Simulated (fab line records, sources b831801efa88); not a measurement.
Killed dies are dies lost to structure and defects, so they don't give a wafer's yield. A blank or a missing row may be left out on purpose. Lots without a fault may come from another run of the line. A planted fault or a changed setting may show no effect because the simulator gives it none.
Which tool did it? | flow sky130 | 13 lots, 39 wafers sampled, at 3 steps of a route of 708

WHAT THE GAUGES READ, wafer by wafer
The record holds no reading of a measuring or inspecting step that can be judged against a usual standard deviation.

WHICH TOOL RAN EACH LOT (tool, then ch and the chambers of the sampled wafers, then the start)
lot  | SKY_CAP2M_METAL_ETCH_13           | SKY_CAP2M_STRIP_14                   | SKY_PAD_OPEN_PROBE_99
L394 | rie_metal-04 ch 0, day 41 16:01   | plasma_asher-04 ch 0,1, day 41 16:06 | -
L395 | rie_metal-02 ch 1, day 42 00:39   | plasma_asher-04 ch 0,1, day 42 00:44 | -
L398 | rie_metal-04 ch 0,1, day 43 05:23 | plasma_asher-03 ch 0,1, day 43 05:28 | -
L397 | rie_metal-04 ch 0,1, day 43 08:21 | plasma_asher-03 ch 0,1, day 43 08:26 | -
L399 | rie_metal-03 ch 0,1, day 43 13:34 | plasma_asher-03 ch 0,1, day 43 13:38 | -
L400 | rie_metal-02 ch 0,1, day 43 17:47 | plasma_asher-04 ch 0,1, day 43 17:52 | -
L401 | rie_metal-04 ch 0,1, day 43 20:13 | plasma_asher-03 ch 0,1, day 43 20:17 | -
L402 | rie_metal-04 ch 0,1, day 44 01:33 | plasma_asher-03 ch 0,1, day 44 01:38 | -
L403 | rie_metal-04 ch 0, day 44 13:01   | plasma_asher-03 ch 0,1, day 44 13:10 | prober-02, day 49 03:11
L404 | rie_metal-03 ch 0,1, day 44 18:54 | plasma_asher-03 ch 0,1, day 44 18:59 | prober-01, day 49 07:35
L405 | rie_metal-04 ch 0, day 45 00:19   | plasma_asher-04 ch 0,1, day 45 00:23 | prober-02, day 49 11:49
L413 | rie_metal-03 ch 0,1, day 46 19:46 | plasma_asher-03 ch 0, day 46 19:50   | -
L414 | rie_metal-02 ch 0,1, day 46 23:43 | plasma_asher-03 ch 0,1, day 46 23:47 | -
- SKY_CAP2M_METAL_ETCH_13: etches TiN in Cl2/BCl3, stops on SiO2, target depth 220 nm, time 62.9 s.
- SKY_CAP2M_STRIP_14: strips in O2/N2.
- SKY_PAD_OPEN_PROBE_99

WHAT THE TOOLS THEMSELVES READ (means of the sampled wafers that have a number; where no wafer has one, the mark that the record gives instead)
SKY_CAP2M_METAL_ETCH_13. Usual: drypump_motor_current_A 5.67 A, standard deviation 0.3; oes_product_au 0.939 a.u., standard deviation 0.0061; throttle_valve_pct 21.903 %, standard deviation 0.01.
lot  | tool         | drypump_motor_current_A (A) | oes_product_au (a.u.) | throttle_valve_pct (%) | flag
L394 | rie_metal-04 | 5.60                        | 0.937                 | 21.905                 |
L395 | rie_metal-02 | 6.02                        | 0.935                 | 21.900                 |
L398 | rie_metal-04 | 5.62                        | 0.941                 | 21.904                 |
L397 | rie_metal-04 | 5.60                        | 0.940                 | 21.892                 |
L399 | rie_metal-03 | 6.01                        | 0.942                 | 21.885                 |
L400 | rie_metal-02 | 5.69                        | 0.941                 | 21.894                 |
L401 | rie_metal-04 | 5.60                        | 0.945                 | 21.897                 |
L402 | rie_metal-04 | 5.60                        | 0.939                 | 21.913                 |
L403 | rie_metal-04 | 5.60                        | 0.878                 | 21.937                 | OFF
L404 | rie_metal-03 | 5.98                        | 0.935                 | 21.910                 |
L405 | rie_metal-04 | 5.62                        | 0.879                 | 21.940                 | OFF
L413 | rie_metal-03 | 5.96                        | 0.948                 | 21.898                 |
L414 | rie_metal-02 | 5.68                        | 0.935                 | 21.907                 |

SKY_CAP2M_STRIP_14. Usual: drypump_motor_current_A 5.54 A, standard deviation 0.24; oes_product_au 0.710 a.u., standard deviation 0.0046; strip_time_to_endpoint_s 12.62 s, standard deviation 0.046.
lot  | tool            | drypump_motor_current_A (A) | oes_product_au (a.u.) | strip_time_to_endpoint_s (s) | flag
L394 | plasma_asher-04 | 5.53                        | 0.713                 | 12.56                        |
L395 | plasma_asher-04 | 5.53                        | 0.712                 | 12.61                        |
L398 | plasma_asher-03 | 5.56                        | 0.709                 | 12.60                        |
L397 | plasma_asher-03 | 5.56                        | 0.712                 | 12.65                        |
L399 | plasma_asher-03 | 5.57                        | 0.714                 | 12.61                        |
L400 | plasma_asher-04 | 5.67                        | 0.710                 | 12.57                        |
L401 | plasma_asher-03 | 5.57                        | 0.711                 | 12.72                        |
L402 | plasma_asher-03 | 5.55                        | 0.712                 | 12.67                        |
L403 | plasma_asher-03 | 5.58                        | 0.711                 | 12.85                        | OFF
L404 | plasma_asher-03 | 5.57                        | 0.710                 | 12.64                        |
L405 | plasma_asher-04 | 5.69                        | 0.715                 | 12.86                        | OFF
L413 | plasma_asher-03 | 5.55                        | 0.708                 | 12.60                        |
L414 | plasma_asher-03 | 5.54                        | 0.710                 | 12.59                        |

SKY_PAD_OPEN_PROBE_99. Usual: defect_limited_yield 82.5 %, standard deviation 2; killed_at_M0_to_M3 44, standard deviation 7; killed_at_M4_up 3.0, standard deviation 1.7; killed_at_contacts 24, standard deviation 5.2; killed_at_front_end 15, standard deviation 4.8; killed_at_other 0.2, standard deviation 0.56; killed_dies 86, standard deviation 9.7; killed_on_rim 17, standard deviation 4.1; killed_open 47, standard deviation 7.1; killed_short 39, standard deviation 6.3; sort_bin_3_pad_short 0.9 %, standard deviation 0.4; sort_bin_5_function 10.3 %, standard deviation 1.6; sort_bin_6_memory 6.3 %, standard deviation 1.2; sort_n_pass 406, standard deviation 9.7; sort_yield_pct 82.5 %, standard deviation 2.
lot  | tool      | defect_limited_yield (%) | killed_at_M0_to_M3 | killed_at_M4_up | killed_at_contacts | killed_at_front_end | killed_at_other | killed_dies | killed_on_rim | killed_open | killed_short | sort_bin_3_pad_short (%) | sort_bin_5_function (%) | sort_bin_6_memory (%) | sort_n_pass | sort_yield_pct (%) | flag
L403 | prober-02 | 54.0                     | 48                 | 4.3             | 29                 | 10                  | 135.0           | 226         | 43            | 55          | 37           | 28.0                     | 10.9                    | 7.1                   | 266         | 54.0               | OFF
L404 | prober-01 | 80.9                     | 48                 | 3.3             | 23                 | 18                  | 1.3             | 94          | 19            | 54          | 39           | 1.0                      | 12.0                    | 6.1                   | 398         | 80.9               |
L405 | prober-02 | 55.4                     | 41                 | 3.7             | 25                 | 17                  | 133.3           | 219         | 47            | 44          | 43           | 27.8                     | 10.6                    | 6.1                   | 273         | 55.4               | OFF

THE ANSWER, worked out from the rows above alone
Rule: a lot is off if the mean of its wafers that have a number lies more than 3 standard deviations from the usual mean. A lot without any number at a reading at which 4 lots or more have one is off too. The other lots that the step has rows for count as sound. The gauges are gone through in route order, then the tools' own readings, and for those a lot's mean is taken as printed above. The first step at which some lot is off is used, and at that step the reading that is off furthest; a lot without a number counts as furthest.
Off: L403, L405, at SKY_CAP2M_METAL_ETCH_13 (oes_product_au).
A tool fits if, at that step or a process step before it, it ran every lot that is off, and no sound lot after the first of them. One fits: rie_metal-04 at SKY_CAP2M_METAL_ETCH_13. Its last sound lot is L402 (day 44 01:33), its first lot that is off L403 (day 44 13:01): a fault that began between those two fits.
The tool's own readings at SKY_CAP2M_METAL_ETCH_13 bear it out: on the lots that are off they differ by more than 5 times the standard deviation of the sound lots' means. oes_product_au reads 0.879 a.u. there against 0.940 a.u. on the sound lots.

WHAT THE SIMULATOR HAD PUT IN
Process parameter drift: rie_metal-04, from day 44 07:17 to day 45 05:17, at SKY_CAP2M_METAL_ETCH_13. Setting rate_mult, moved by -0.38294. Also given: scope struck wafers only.
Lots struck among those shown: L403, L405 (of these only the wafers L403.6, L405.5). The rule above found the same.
